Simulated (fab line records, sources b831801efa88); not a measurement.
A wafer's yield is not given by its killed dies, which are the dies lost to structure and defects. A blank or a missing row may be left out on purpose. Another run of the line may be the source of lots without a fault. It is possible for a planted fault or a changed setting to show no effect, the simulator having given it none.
fab line records	flow gf180mcu
record lots=6	wafers=16	last-day=33
route steps=602 shown STI@12
lots that met no fault: taken from a fault-free run of the same line
start-h: the number of hours between the record's first day and the start of the first shown wafer of the lot	wait-h: hours elapsed since this lot's preceding step	" unchanged from the row above	L1.1+2: a row that stands for several wafers	- no value, or no start given	* or withheld: withheld	< > ~ a bound
route shown NAME@n: a module of which the file shows steps, and the number in the route of the first	usual: mean/standard deviation taken from wafers without a fault	same: alike in all rows	chamber/n: place in a boat	sites: the reading at each site	_std_site: standard deviation of those values	_edge_site: inner sites' mean taken away from outer sites' mean	radius-mm: for every site, how far away it sits from the centre of the wafer	mask NAME#n: copy n	behind: the last tool/chamber to shape the wafer	hold: why the lot was held/for how many hours/how that ended	device: names the non-switching transistor (n, p or np)	end of line: tests of these same wafers at the route's end	a step given without rows: its recipe and nothing more	killed: at the first sort, the dies lost to defects and structure; wafer yield is something else	map: a wafer's dies, x killed, . not, _ none there
set.NAME: the setting the step ran with; set.NAME@STEP: the setting that earlier step ran with	model.NAME: the simulator's own value behind a step, which no gauge read
a table for each step, a row for each wafer; lots at some steps of the route
services: the hour from which a tool's chamber was out of use, counted from the record's first day as start-h (under 0 if before that day), plus the number of hours and why
## steps
# step GF_STI_DEVELOP_11
# recipe develop-time-s=60	dev-temp-c=21
# step GF_STI_CD_MEAS_12
# recipe target-cd-nm=220
# usual cd-nm=220.2/0.96
lot.wafer	tool	chamber	start-h	wait-h	cd-nm
L921.2	cd-sem-01	-	30.23	0.1	219.9
L921.3	"	-	"	"	220.0
L921.6	"	-	"	"	220.7
L922.3	cd-sem-02	-	35.50	0.1	219.6
L922.4	"	-	"	"	218.9
L922.5	"	-	"	"	219.6
L930.4	cd-sem-02	-	77.72	0.1	218.7
L930.6	"	-	"	"	219.6
L931.3	cd-sem-02	-	81.80	0.1	221.6
L931.4	"	-	"	"	222.2
L939.2	cd-sem-01	-	123.73	0.1	221.1
L939.5	"	-	"	"	222.1
L939.6	"	-	"	"	222.5
L940.1	cd-sem-01	-	128.76	0.1	220.8
L940.4	"	-	"	"	220.9
L940.6	"	-	"	"	219.6
# step GF_STI_ETCH_13
# recipe chemistry=CHF3/O2	stop-on=Si	over-etch-frac=0.3	target-depth-a=2823.1	source-w=600	bias-w=200	pressure-mtorr=40	chf3-flow-sccm=50	O2_flow_sccm=5	time-s=112.9
# usual drypump-motor-current-A=5.7/0.44	oes-product-au=0.829/0.0069	throttle-valve-pct=8.809/0.01
lot.wafer	tool	chamber	start-h	wait-h	drypump-motor-current-A	oes-product-au	rf-hours-counter-h	throttle-valve-pct
L921.2	rie-diel-03	1	30.33	0.1	5.5	0.832	132	8.827
L921.3	"	2	"	"	5.6	0.824	126	8.806
L921.6	"	1	"	"	5.5	0.847	-	8.827
L922.3	rie-diel-01	0	35.58	0.1	5.3	0.823	155	8.809
L922.4	"	3	"	"	5.7	0.822	95	8.792
L922.5	"	3	"	"	5.7	0.831	-	8.808
L930.4	rie-diel-04	0	77.78	0.0	6.1	0.834	12	8.807
L930.6	"	2	"	"	5.1	0.830	-	8.805
L931.3	rie-diel-01	3	81.88	0.1	5.7	0.837	96	8.789
L931.4	"	1	"	"	5.8	0.831	3	8.806
L939.2	rie-diel-04	3	123.83	0.1	6.0	0.829	132	8.821
L939.5	"	0	"	"	6.1	0.827	-	8.822
L939.6	"	1	"	"	6.7	0.833	-	8.826
L940.1	rie-diel-01	0	128.88	0.1	5.3	0.824	158	8.804
L940.4	"	1	"	"	5.8	0.833	4	8.797
L940.6	"	3	"	"	5.7	0.826	-	8.820
# step GF_STI_ETCH_14
# recipe target=Si	chemistry=HBr/Cl2/O2	target-depth-nm=360	icp-w=600	bias-w=150	pressure-mtorr=15	HBr_flow_sccm=150	Cl2_flow_sccm=40	O2_flow_sccm=6	time-s=102.9
# usual drypump-motor-current-A=6.0/0.41	oes-product-au=1.003/0.0072	throttle-valve-pct=25.656/0.0097
lot.wafer	tool	chamber	start-h	wait-h	drypump-motor-current-A	oes-product-au	rf-hours-counter-h	throttle-valve-pct
L921.2	rie-si-02	0	30.41	0.0	6.6	1.013	87	25.666
L921.3	"	1	"	"	5.9	1.010	49	25.652
L921.6	"	2	"	"	5.5	1.008	-	25.660
L922.3	rie-si-02	0	35.66	0.0	6.6	1.015	87	25.649
L922.4	"	1	"	"	5.9	0.992	49	25.661
L922.5	"	1	"	"	5.9	1.006	-	25.662
L930.4	rie-si-01	3	77.86	0.0	6.5	1.006	2	25.653
L930.6	"	0	"	"	6.1	1.012	-	25.650
L931.3	rie-si-02	0	81.96	0.0	6.6	1.002	88	25.652
L931.4	"	2	"	"	5.5	1.005	2	25.656
L939.2	rie-si-01	3	123.91	0.0	6.5	1.004	2	25.649
L939.5	"	1	"	"	6.3	1.006	-	25.658
L939.6	"	0	"	"	6.1	1.010	-	25.641
L940.1	rie-si-02	0	128.96	0.0	6.6	1.006	88	25.663
L940.4	"	1	"	"	5.9	1.001	-	25.657
L940.6	"	2	"	"	5.5	1.014	-	25.665
# step GF_STI_STRIP_15
# recipe chemistry=O2/N2	power-w=1400	pressure-mtorr=1500	platen-temp-c=250	o2-flow-sccm=3000	n2-flow-sccm=300	overash-fraction=0.5
# usual drypump-motor-current-A=5.7/0.36	heater-power-w=329/6.5	oes-product-au=0.383/0.0055	strip-time-to-endpoint-s=3.72/0.049
lot.wafer	tool	chamber	start-h	wait-h	drypump-motor-current-A	heater-power-w	oes-product-au	rf-hours-counter-h	strip-time-to-endpoint-s
L921.2	plasma-asher-02	0	30.48	0.0	5.5	312	0.382	35	3.69
L921.3	"	1	"	"	5.8	326	0.390	-	3.76
L921.6	"	0	"	"	5.5	308	0.386	-	3.69
L922.3	plasma-asher-02	1	35.77	0.1	5.9	326	0.387	-	3.73
L922.4	"	0	"	"	5.5	320	0.392	-	3.80
L922.5	"	1	"	"	5.9	333	0.386	-	3.79
L930.4	plasma-asher-03	0	77.96	0.1	5.4	334	0.391	-	3.69
L930.6	"	0	"	"	5.4	329	0.382	-	3.72
L931.3	plasma-asher-02	0	82.07	0.1	5.5	316	0.388	-	3.74
L931.4	"	1	"	"	5.9	331	0.391	-	3.70
L939.2	plasma-asher-03	1	123.98	0.0	6.2	337	0.377	34	3.69
L939.5	"	0	"	"	5.4	338	0.384	-	3.72
L939.6	"	1	"	"	6.3	333	0.381	-	3.71
L940.1	plasma-asher-03	0	129.03	0.0	5.4	336	0.376	35	3.66
L940.4	"	0	"	"	5.4	331	0.380	-	3.63
L940.6	"	0	"	"	5.4	324	0.385	-	3.68
# step GF_STI_CLEAN_16
# recipe chemistry=dHF	time-s=25	dilution=100:1
# step GF_STI_WET_ETCH_17
# recipe chemistry=H3PO4	target-depth-nm=45	temp-c=160	target=Si3N4	time-s=514
# step GF_STI_CLEAN_18
# recipe chemistry=SC1/SC2	mix=1:4:20	temp-c=70	time-s=150
# step GF_STI_CLEAN_19
# recipe chemistry=dHF	time-s=20	dilution=100:1
# step GF_STI_WET_ETCH_20
# recipe chemistry=dHF	dilution=100:1	target-depth-nm=20	temp-c=25	dry=ipa-marangoni	target=SiO2	time-s=400
# step GF_STI_OXIDATION_21
# recipe temp-c=1000	ambient=O2	stabilise-s=600	purge-s=300	target-thk-a=150	ox-time-s=458
# step GF_STI_THK_MEAS_22
# recipe reads=SiO2_of_STI_OXIDATION_21
# usual STI_OXIDATION_01_THK=15.02/0.28
lot.wafer	tool	chamber	start-h	wait-h	STI_OXIDATION_01_THK[nm]
L921.2	film-metro-01	-	32.09	0.0	14.96
L921.3	"	-	"	"	14.75
L921.6	"	-	"	"	14.57
L922.3	film-metro-04	-	38.05	0.0	15.02
L922.4	"	-	"	"	14.86
L922.5	"	-	"	"	15.25
L930.4	film-metro-01	-	80.37	0.0	15.60
L930.6	"	-	"	"	15.61
L931.3	film-metro-01	-	83.66	0.0	14.49
L931.4	"	-	"	"	14.67
L939.2	film-metro-04	-	125.57	0.0	15.29
L939.5	"	-	"	"	15.37
L939.6	"	-	"	"	15.52
L940.1	film-metro-04	-	130.61	0.0	14.86
L940.4	"	-	"	"	15.03
L940.6	"	-	"	"	15.24
# step GF_STI_CVD_23
# recipe material=SiO2	target-thk-nm=650	sigma-open-frac=0.3	time-s=108.3	temp-c=600	sih4-flow-sccm=60	pressure-mtorr=6
# usual sih4-flow-sccm=60.00/0.18
lot.wafer	tool	chamber	start-h	wait-h	sih4-flow-sccm	model.SiO2_of_STI_CVD_23.thk-nm
L921.2	hdpcvd-02	2	32.14	0.0	59.84	643.3
L921.3	"	1	"	"	60.14	655.4
L921.6	"	2	"	"	59.95	641.8
L922.3	hdpcvd-01	2	38.09	0.0	59.87	649.1
L922.4	"	2	"	"	60.10	647.9
L922.5	"	0	"	"	59.85	638.7
L930.4	hdpcvd-01	1	80.43	0.1	60.14	221.9
L930.6	"	2	"	"	60.08	212.7
L931.3	hdpcvd-01	2	83.70	0.0	60.07	646.3
L931.4	"	1	"	"	60.09	226.1
L939.2	hdpcvd-02	0	125.62	0.0	59.71	653.5
L939.5	"	1	"	"	60.02	657.6
L939.6	"	0	"	"	59.62	647
L940.1	hdpcvd-02	0	130.67	0.1	60.17	657.5
L940.4	"	2	"	"	60.00	650.1
L940.6	"	0	"	"	59.95	656
# step GF_STI_THK_MEAS_24
# recipe reads=SiO2_of_STI_CVD_23
# usual STI_CVD_23_THK=648/8.9
lot.wafer	tool	chamber	start-h	wait-h	STI_CVD_23_THK[nm]
L921.2	film-metro-02	-	32.22	0.0	643
L921.3	"	-	"	"	656
L921.6	"	-	"	"	642
L922.3	film-metro-01	-	38.19	0.1	649
L922.4	"	-	"	"	648
L922.5	"	-	"	"	639
L930.4	film-metro-01	-	80.50	0.0	222
L930.6	"	-	"	"	213
L931.3	film-metro-01	-	83.79	0.1	646
L931.4	"	-	"	"	226
L939.2	film-metro-02	-	125.70	0.0	654
L939.5	"	-	"	"	658
L939.6	"	-	"	"	647
L940.1	film-metro-01	-	130.75	0.0	658
L940.4	"	-	"	"	650
L940.6	"	-	"	"	656
# step GF_STI_CMP_25
# recipe stop-on=Si3N4	t-overpolish-s=33	down-force-psi=4	platen-rpm=60	target-thk-nm=524.6	pad-velocity-m-s=0.94248
# usual edge-zone-pressure-frac=1.000/0.0047	motor-current-A=12.1/1.4	time-to-endpoint-s=125/4.3
lot.wafer	tool	chamber	start-h	wait-h	edge-zone-pressure-frac	motor-current-A	time-to-endpoint-s
L921.3	cmp-01	0	32.37	0.1	1.001	11.5	131
L921.2	"	1	"	"	0.999	11.1	124
L921.6	"	1	"	"	1.003	11.1	119
L922.4	cmp-01	2	38.28	0.1	0.997	11.0	130
L922.3	"	0	"	"	0.999	10.9	132
L922.5	"	2	"	"	0.993	11.4	123
L930.4	cmp-02	0	80.58	0.1	1.007	14.5	41
L930.6	"	0	"	"	1.002	14.9	40
L931.4	cmp-02	1	83.83	0.0	0.999	11.3	43
L931.3	"	3	"	"	1.002	11.8	126
L939.2	cmp-01	2	125.90	0.2	1.002	11.3	123
L939.6	"	3	"	"	1.008	15.1	120
L939.5	"	0	"	"	0.999	11.7	131
L940.4	cmp-02	1	130.91	0.1	0.994	11.3	117
L940.1	"	2	"	"	0.999	12.7	125
L940.6	"	3	"	"	1.005	11.6	115
# step GF_STI_WET_ETCH_26
# recipe chemistry=dHF	target-depth-nm=94	target=SiO2	temp-c=25	dilution=10:1	time-s=188
# step GF_STI_WET_ETCH_27
# recipe chemistry=H3PO4	target-depth-nm=160	target=Si3N4	temp-c=160	time-s=1825
# step GF_STI_WET_ETCH_28
# recipe chemistry=dHF	target-depth-nm=20	dry=ipa-marangoni	target=SiO2	temp-c=25	dilution=10:1	time-s=40
lot.wafer	tool	chamber	start-h	wait-h	model.SiO2_of_STI_CVD_23.thk-nm
L921.2	wet-bench-02	0	33.25	0.0	402.9
L921.3	"	0	"	"	403.8
L921.6	"	0	"	"	404.3
L922.3	wet-bench-03	3	39.11	0.0	404.9
L922.4	"	3	"	"	402.6
L922.5	"	3	"	"	401.5
L930.4	wet-bench-03	2	81.46	0.0	101.1
L930.6	"	2	"	"	92.32
L931.3	wet-bench-01	3	84.71	0.0	401.8
L931.4	"	3	"	"	103.5
L939.2+5	wet-bench-03	3	126.63	0.0	403.5
L939.6	"	3	"	"	402.9
L940.1	wet-bench-02	0	131.68	0.0	405
L940.4	"	0	"	"	402.7
L940.6	"	0	"	"	402.9
# step GF_STI_OXIDATION_29
# recipe temp-c=900	ambient=O2	stabilise-s=600	purge-s=300	target-thk-a=100	ox-time-s=1418
## services
tool	chamber	start-h	hours	kind
hdpcvd-01	-	15.20	1.8	repair
rie-diel-04	2	21.83	2.8	repair
cmp-02	-	31.59	8.7	repair
rie-diel-01	3	36.51	22.8	repair
rie-si-01	0	40.43	-	clean
rie-diel-03	2	55.09	5.4	repair
rie-diel-03	0	59.16	9.6	repair
rie-diel-04	1	61.16	13.2	repair
cmp-02	-	64.29	4.0	pm
cmp-02	-	68.29	-	consumable-replace:conditioner
cmp-02	-	68.29	-	consumable-replace:pad
rie-si-02	1	69.47	8.3	repair
rie-si-02	-	73.50	1.1	repair
rie-diel-03	3	76.37	5.0	repair
rie-diel-03	-	77.35	2.8	pm
hdpcvd-02	2	77.84	4.7	repair
rie-si-02	2	82.58	7.6	repair
rie-si-02	3	85.78	4.2	repair
cmp-01	-	89.43	4.5	repair
rie-diel-04	1	91.13	2.9	repair
rie-si-02	3	96.10	39.2	repair
rie-diel-01	1	107.69	3.8	repair
cmp-01	-	112.27	0.9	repair
cmp-02	-	117.00	7.2	pm
## key
first-sign step=GF_STI_THK_MEAS_24	reading=STI_CVD_23_THK	direction=down	sigmas=48	usual=648	struck=220
effect step=GF_STI_CMP_25	reading=time-to-endpoint-s	direction=down	sigmas=19	usual=*	struck=*
model-effect step=GF_STI_CVD_23	value=SiO2_of_STI_CVD_23.thk-nm	without=655.2	struck=220.2
model-effect step=GF_STI_WET_ETCH_28	value=SiO2_of_STI_CVD_23.thk-nm	without=403.4	struck=98.96
met-at GF_STI_CVD_23
struck-wafers L930.4,L930.6,L931.4
later-rows-left-out L930.4,L930.6,L931.4
sort-left-out L930.4,L930.6,L931.4
tester-left-out L930,L931
onset-between 38.09 80.43
fault kind=process-parameter-drift	tool=hdpcvd-01	chamber=-	onset-h=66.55	steps=GF_STI_CVD_23	channel=target-thk-nm	offset=-434.98	shape=step	end-h=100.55	scope=struck-wafers-only	acts-in=these-recipes-only	stated=650
# tester-left-out: of these lots the tester's yield and bins aren't shown, on N5 and GAA mostly nor the transistor test; their killed dies are dies lost to structure and defects alone, not to doping, threshold or leakage, so they don't give the yield
# sort-left-out: the simulated sort isn't trusted on such a fault, so these wafers' sort isn't shown, and their yield isn't known
# later-rows-left-out: the simulator's readings of these wafers behind a module that went badly wrong aren't trusted and aren't shown, but for the sort
